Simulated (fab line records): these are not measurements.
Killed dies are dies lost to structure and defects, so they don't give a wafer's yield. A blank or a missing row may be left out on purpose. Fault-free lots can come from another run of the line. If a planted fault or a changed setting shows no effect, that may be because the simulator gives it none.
Matching of chambers ; flow gf180mcu ; 3 sister chambers for GF_V1_CVD_02 on pecvd-02
The step deposits SiO2 from TEOS, target thk 850 nm, time 94.851 s. 20 wafers are shown with their chamber, then 10 later ones without.

## EACH WAFER AND ITS CHAMBER
wafer;chamber;heater_power_w (W);rf_fwd_power_W (W)
L076.1;0;717;597.0
L076.2;1;904;598.3
L076.3;2;679;594.9
L078.2;1;837;597.1
L078.3;2;683;597.5
L078.6;0;755;594.6
L080.3;0;693;596.7
L080.4;2;707;598.2
L080.6;0;767;599.9
L084.3;2;705;596.2
L084.4;1;1032;596.1
L084.5;1;836;591.8
L088.2;1;978;594.8
L088.4;1;1036;590.8
L088.5;1;840;593.3
L089.2;2;736;598.6
L089.3;2;577;595.9
L089.5;2;632;596.0
L091.2;1;1034;595.7
L091.3;1;841;596.1

SIGNATURES (averages over the wafers above)
reading;chamber 0;chamber 1;chamber 2;scatter within a chamber
heater_power_w;733.00;926.44;674.14;72.6
rf_fwd_power_W;597.050;594.889;596.757;2.09
Rule: distance of a wafer from a chamber = root of the sum over the readings of ((wafer's reading minus chamber's mean) / reading's scatter) squared. If the next closest chamber is less than 2 further off than the closest, the wafer can't be placed; otherwise it belongs to the closest. How the scatter is found: for the shown wafers, subtract from each reading the mean of its chamber, square and add these, divide the total by (wafers less chambers), then take the root.

## WAFERS WITH NO CHAMBER GIVEN
wafer;heater_power_w (W);rf_fwd_power_W (W)
L091.6;1002;595.9
L094.1;728;601.3
L094.4;1019;594.2
L094.6;825;596.3
L095.2;954;596.5
L095.3;579;598.3
L095.6;646;600.3
L096.2;696;599.7
L096.5;918;593.0
L096.6;587;598.7

## EACH ONE'S CHAMBER
wafer;from the rows above;in truth
L091.6;1;1
L094.1;can't be placed: 0 or 2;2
L094.4;1;1
L094.6;can't be placed: 0 or 1 or 2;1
L095.2;1;1
L095.3;can't be placed: 2 or 0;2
L095.6;can't be placed: 2 or 0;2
L096.2;can't be placed: 0 or 2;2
L096.5;1;1
L096.6;can't be placed: 2 or 0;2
Correctly placed: 4 of 10. From these rows, 6 cannot be placed; in 6 the true chamber is one of the candidates. 0 placed wrongly.
